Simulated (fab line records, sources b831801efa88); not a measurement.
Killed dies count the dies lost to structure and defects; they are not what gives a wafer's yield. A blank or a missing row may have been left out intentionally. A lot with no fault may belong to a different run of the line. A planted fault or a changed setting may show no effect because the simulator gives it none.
fab line records	flow sky130
record: lots: 13	wafers: 39	last-day: 50
route steps=708 shown POLY_GATE@218 LDD_LDN@302 POLY_CUT@312 SD_N@349 PAD_OPEN@708
lots that met no fault: from a run of the same line without faults
start-h: the number of hours between the record's first day and the start of the first shown wafer of the lot	wait-h: hours from the lot's prior step to this one	" identical to the entry in the row above	L1.1+2: a row that stands for several wafers	- no value, or no start was given	* or withheld: withheld	< > ~ a bound
route shown NAME@n: NAME is a module with steps in the file, n the number in the route of the first one	usual: the fault-free wafers' mean and standard deviation	same: alike in all rows	chamber/n: place in a boat	sites: readings site by site	_std_site: how widely they spread, as a standard deviation	_edge_site: inner sites' mean taken away from outer sites' mean	radius-mm: for every site, how far away it sits from the centre of the wafer	mask NAME#n: copy n	behind: the last tool/chamber to shape the wafer	hold: why the lot was held/for how many hours/how that ended	device: which transistor (n, p or np) failed to switch	end of line: at the end of the route, the tests of the same wafers	step lacking rows: just its recipe	killed: dies lost to structure and defects at the first sort, not the wafer's yield	map: dies across one wafer; x = killed, . = not, _ = none there
set.NAME: setting as actually run; set.NAME@STEP: the setting as run at that earlier step	model.NAME: the simulator's own value behind a step, which no gauge read
route steps across a sampled set of lots; one table per step, one row per wafer
services: when a tool's chamber went out of use (start-h, in hours from the record's first day, below 0 if earlier), for how many hours, and the reason
== steps ==
step: SKY_POLY_GATE_THK_MEAS_04
recipe: reads: Si3N4_of_POLY_GATE_CVD_03
usual: POLY_GATE_CVD_03_THK: 74.7/0.75
lot.wafer	tool	chamber	start-h	wait-h	POLY_GATE_CVD_03_THK[nm]
L610.1	film-metro-02	-	328.68	0.0	74.7
L610.4	"	-	"	"	74.7
L610.5	"	-	"	"	75.6
L611.4	film-metro-04	-	333.76	0.0	75.0
L611.5	"	-	"	"	75.6
L611.6	"	-	"	"	74.9
L612.2	film-metro-02	-	347.47	0.0	75.5
L612.4	"	-	"	"	76.2
L612.6	"	-	"	"	76.1
L613.2	film-metro-01	-	354.61	0.0	75.2
L613.3	"	-	"	"	75.4
L613.4	"	-	"	"	75.7
L616.1	film-metro-04	-	391.92	0.0	75.4
L616.3	"	-	"	"	75.3
L616.4	"	-	"	"	75.5
L623.1	film-metro-01	-	447.97	0.0	74.5
L623.4	"	-	"	"	73.8
L623.6	"	-	"	"	74.7
L624.4	film-metro-02	-	463.66	0.0	75.4
L624.5	"	-	"	"	75.6
L624.6	"	-	"	"	75.3
L625.1	film-metro-02	-	467.71	0.0	74.9
L625.3	"	-	"	"	75.6
L625.6	"	-	"	"	75.1
L626.1	film-metro-02	-	473.13	0.0	73.3
L626.2	"	-	"	"	73.6
L626.5	"	-	"	"	72.8
L629.2	film-metro-04	-	544.88	0.0	75.3
L629.4	"	-	"	"	75.5
L629.6	"	-	"	"	76.0
L633.1	film-metro-02	-	548.72	0.0	73.6
L633.5	"	-	"	"	73.9
L633.6	"	-	"	"	73.6
L630.2	film-metro-01	-	548.73	0.0	74.7
L630.3	"	-	"	"	74.6
L630.4	"	-	"	"	74.1
L632.1	film-metro-01	-	553.16	0.0	74.6
L632.2	"	-	"	"	74.9
L632.5	"	-	"	"	74.5
step: SKY_LDD_LDN_TW_MEAS_13
usual: LDD_LDN_TW: 1476/14
lot.wafer	tool	chamber	start-h	wait-h	LDD_LDN_TW
L610.1	film-metro-03	-	510.55	0.1	1472
L610.4	"	-	"	"	1466
L610.5	"	-	"	"	1472
L611.4	film-metro-03	-	515.04	0.1	1471
L611.5	"	-	"	"	1469
L611.6	"	-	"	"	1473
L612.2	film-metro-03	-	531.27	0.1	1481
L612.4	"	-	"	"	1475
L612.6	"	-	"	"	1483
L613.2	film-metro-02	-	537.96	0.1	1486
L613.3	"	-	"	"	1486
L613.4	"	-	"	"	1487
L616.1	film-metro-04	-	574.75	0.1	1489
L616.3	"	-	"	"	1499
L616.4	"	-	"	"	1501
L623.1	film-metro-03	-	630.95	0.1	1455
L623.4	"	-	"	"	1461
L623.6	"	-	"	"	1452
L624.4	film-metro-02	-	644.25	0.1	1486
L624.5	"	-	"	"	1486
L624.6	"	-	"	"	1480
L625.1	film-metro-03	-	648.51	0.1	1456
L625.3	"	-	"	"	1458
L625.6	"	-	"	"	1450
L626.1	film-metro-04	-	654.60	0.1	1496
L626.2	"	-	"	"	1492
L626.5	"	-	"	"	1497
L629.2	film-metro-03	-	722.61	0.1	1457
L629.4	"	-	"	"	1456
L629.6	"	-	"	"	1448
L633.1	film-metro-02	-	724.41	0.1	1472
L633.5	"	-	"	"	1476
L633.6	"	-	"	"	1471
L630.2	film-metro-03	-	725.98	0.1	1448
L630.3	"	-	"	"	1454
L630.4	"	-	"	"	1451
L632.1	film-metro-02	-	728.51	0.1	1475
L632.2	"	-	"	"	1476
L632.5	"	-	"	"	1476
step: SKY_POLY_CUT_EXPOSE_05
recipe: mask-id: NPCM	na: 0.8	source-shape: annular	sigma-inner: 0.55	sigma-outer: 0.85	target-cd-nm: 270	dose-mj: 32
usual: focus-offset-nm: 0.1/0.52
lot.wafer	tool	chamber	start-h	wait-h	mask	focus-offset-nm
L610.1	krf-scanner-01	0	529.88	-	NPCM#0	0.1
L610.4	"	0	"	"	NPCM#0	0.1
L610.5	"	0	"	"	NPCM#0	-0.9
L611.4	krf-scanner-02	0	532.22	-	NPCM#0	0.5
L611.5	"	0	"	"	NPCM#0	0.0
L611.6	"	0	"	"	NPCM#0	0.4
L612.2	krf-scanner-02	0	547.95	-	NPCM#0	1.4
L612.4	"	0	"	"	NPCM#0	0.2
L612.6	"	0	"	"	NPCM#0	0.5
L613.2	krf-scanner-01	0	554.73	-	NPCM#0	0.9
L613.3	"	0	"	"	NPCM#0	0.3
L613.4	"	0	"	"	NPCM#0	0.7
L616.1	krf-scanner-02	0	591.68	-	NPCM#0	-0.9
L616.3	"	0	"	"	NPCM#0	-0.2
L616.4	"	0	"	"	NPCM#0	-1.3
L623.1	krf-scanner-02	0	647.33	-	NPCM#0	0.2
L623.4	"	0	"	"	NPCM#0	0.5
L623.6	"	0	"	"	NPCM#0	1.2
L624.4	krf-scanner-02	0	661.05	-	NPCM#0	-0.1
L624.5	"	0	"	"	NPCM#0	0.4
L624.6	"	0	"	"	NPCM#0	0.7
L625.1	krf-scanner-01	0	664.60	-	NPCM#0	-0.2
L625.3	"	0	"	"	NPCM#0	-0.8
L625.6	"	0	"	"	NPCM#0	0.0
L626.1	krf-scanner-01	0	670.88	-	NPCM#0	-0.1
L626.2	"	0	"	"	NPCM#0	-1.0
L626.5	"	0	"	"	NPCM#0	-0.8
L629.2	krf-scanner-02	0	738.81	-	NPCM#0	0.0
L629.4	"	0	"	"	NPCM#0	-0.2
L629.6	"	0	"	"	NPCM#0	-0.5
L633.1	krf-scanner-01	0	740.06	-	NPCM#0	0.0
L633.5	"	0	"	"	NPCM#0	0.1
L633.6	"	0	"	"	NPCM#0	0.6
L630.2	krf-scanner-02	0	743.38	-	NPCM#0	0.4
L630.3	"	0	"	"	NPCM#0	0.3
L630.4	"	0	"	"	NPCM#0	-0.4
L632.1	krf-scanner-01	0	743.98	-	NPCM#0	-0.3
L632.2	"	0	"	"	NPCM#0	0.0
L632.5	"	0	"	"	NPCM#0	0.3
step: SKY_POLY_CUT_CD_MEAS_08
recipe: target-cd-nm: 270
usual: cd-nm: 269.8/1.5
lot.wafer	tool	chamber	start-h	wait-h	cd-nm
L610.1	cd-sem-01	-	544.14	-	269.9
L610.4	"	-	"	"	270.5
L610.5	"	-	"	"	268.8
L611.4	cd-sem-02	-	545.80	-	270.9
L611.5	"	-	"	"	269.1
L611.6	"	-	"	"	270.5
L612.2	cd-sem-02	-	563.15	-	268.5
L612.4	"	-	"	"	269.9
L612.6	"	-	"	"	269.0
L613.2	cd-sem-01	-	569.45	-	267.8
L613.3	"	-	"	"	268.5
L613.4	"	-	"	"	268.6
L616.1	cd-sem-02	-	605.56	-	269.1
L616.3	"	-	"	"	268.6
L616.4	"	-	"	"	269.7
L623.1	cd-sem-01	-	661.56	-	-
L623.4	"	-	"	"	-
L623.6	"	-	"	"	-
L624.4	cd-sem-01	-	675.37	-	-
L624.5	"	-	"	"	-
L624.6	"	-	"	"	-
L625.1	cd-sem-02	-	678.83	-	271.4
L625.3	"	-	"	"	271.1
L625.6	"	-	"	"	271.3
L626.1	cd-sem-01	-	684.23	-	269.9
L626.2	"	-	"	"	270.1
L626.5	"	-	"	"	268.8
L629.2	cd-sem-02	-	752.33	-	269.2
L629.4	"	-	"	"	270.2
L629.6	"	-	"	"	269.1
L633.1	cd-sem-01	-	753.73	-	271.3
L633.5	"	-	"	"	270.4
L633.6	"	-	"	"	269.7
L630.2	cd-sem-01	-	756.90	-	271.9
L630.3	"	-	"	"	270.1
L630.4	"	-	"	"	271.6
L632.1	cd-sem-01	-	757.04	-	268.5
L632.2	"	-	"	"	268.8
L632.5	"	-	"	"	270.2
step: SKY_SD_N_CD_MEAS_07
recipe: target-cd-nm: 380
usual: cd-nm: 379.9/2.6
lot.wafer	tool	chamber	start-h	wait-h	cd-nm
L610.1	cd-sem-01	-	632.68	0.1	378.2
L610.4	"	-	"	"	380.5
L610.5	"	-	"	"	379.3
L611.4	cd-sem-02	-	634.74	0.1	378.6
L611.5	"	-	"	"	377.9
L611.6	"	-	"	"	381.2
L612.2	cd-sem-01	-	650.08	0.1	383.2
L612.4	"	-	"	"	385.0
L612.6	"	-	"	"	386.5
L613.2	cd-sem-01	-	657.06	0.1	377.7
L613.3	"	-	"	"	380.1
L613.4	"	-	"	"	379.7
L616.1	cd-sem-01	-	692.69	0.1	378.1
L616.3	"	-	"	"	377.7
L616.4	"	-	"	"	376.3
L623.1	cd-sem-02	-	746.34	0.1	379.4
L623.4	"	-	"	"	381.5
L623.6	"	-	"	"	383.2
L624.4	cd-sem-02	-	759.19	0.1	381.8
L624.5	"	-	"	"	380.1
L624.6	"	-	"	"	382.5
L625.1	cd-sem-02	-	761.91	0.1	383.1
L625.3	"	-	"	"	381.0
L625.6	"	-	"	"	380.9
L626.1	cd-sem-02	-	767.76	0.1	383.2
L626.2	"	-	"	"	379.8
L626.5	"	-	"	"	382.3
L629.2	cd-sem-01	-	832.31	0.1	379.0
L629.4	"	-	"	"	379.2
L629.6	"	-	"	"	378.1
L633.1	cd-sem-01	-	833.23	0.1	379.7
L633.5	"	-	"	"	379.3
L633.6	"	-	"	"	378.8
L630.2	cd-sem-02	-	836.73	0.1	378.3
L630.3	"	-	"	"	378.8
L630.4	"	-	"	"	381.4
L632.1	cd-sem-01	-	837.43	0.1	380.1
L632.2	"	-	"	"	380.6
L632.5	"	-	"	"	381.6
step: SKY_PAD_OPEN_PROBE_99
usual: killed_at_M0_to_M3: 43/7.3	killed_at_M4_up: 3.0/2	killed-at-contacts: 24/5.2	killed-at-front-end: 15/4.4	killed-at-other: 0.2/0.48	killed-dies: 86/9.1	killed-open: 47/7.3	killed-short: 38/6.4
same: gross-dies: 492	killed-at-back-side: 0
lot.wafer	tool	chamber	start-h	wait-h	killed_at_M0_to_M3	killed_at_M4_up	killed-at-contacts	killed-at-front-end	killed-at-other	killed-dies	killed-open	killed-short
L623.4	prober-01	-	1149.67	0.2	32	4	28	23	0	87	39	47
killed by level:class
L623.4 CONTACT:geometric-particle:open=9 FIELD_ISO:geometric-particle:short=8 LOCAL_INTERCONNECT:geometric-particle:short=7 CONTACT:geometric-particle:short=6 METAL2:geometric-particle:short=6 FIELD_ISO:geometric-particle:open=5 POLY_GATE:geometric-particle:open=5 VIA1:geometric-particle:open=5
== services ==
tool	chamber	start-h	hours	kind
krf-scanner-01	-	507.64	1.3	pm
krf-scanner-02	-	512.69	0.8	pm
krf-scanner-01	-	513.99	6.0	repair
krf-scanner-01	-	532.06	18.7	repair
krf-scanner-01	-	532.49	1.0	repair
krf-scanner-01	0	532.60	-	calibration
krf-scanner-02	0	602.90	-	calibration
krf-scanner-01	-	609.90	1.0	pm
krf-scanner-02	-	616.71	3.6	pm
krf-scanner-02	-	623.72	1.0	pm
krf-scanner-02	-	630.46	2.7	repair
krf-scanner-02	-	650.19	1.3	pm
krf-scanner-01	-	659.89	2.5	repair
krf-scanner-01	-	662.34	0.8	pm
krf-scanner-01	-	673.29	5.5	repair
krf-scanner-02	-	681.49	0.8	pm
krf-scanner-01	-	683.54	1.3	pm
krf-scanner-01	-	685.69	3.6	pm
krf-scanner-01	0	697.93	-	calibration
krf-scanner-01	-	727.35	2.8	repair
== key ==
first-sign: step: SKY_POLY_CUT_CD_MEAS_08	reading: cd-nm	direction: missing
effect none on later readings
met-at SKY_POLY_CUT_EXPOSE_05
struck-lots L623,L624
tester-left-out L623,L624
not-acting-at SKY_POLY_GATE_THK_MEAS_04,SKY_LDD_LDN_TW_MEAS_13,SKY_SD_N_CD_MEAS_07
onset-between 591.68 647.33
fault: kind: process-parameter-drift	tool: krf-scanner-02	chamber: -	onset-h: 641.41	steps: SKY_POLY_CUT_EXPOSE_05	channel: focus-nm	offset: 550.55	spread-by-wafer: 0.3	shape: step	end-h: 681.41
tester-left-out: of these lots the tester's yield and bins aren't shown, on N5 and GAA mostly nor the transistor test; their killed dies are dies lost to structure and defects alone, not to doping, threshold or leakage, so they don't give the yield
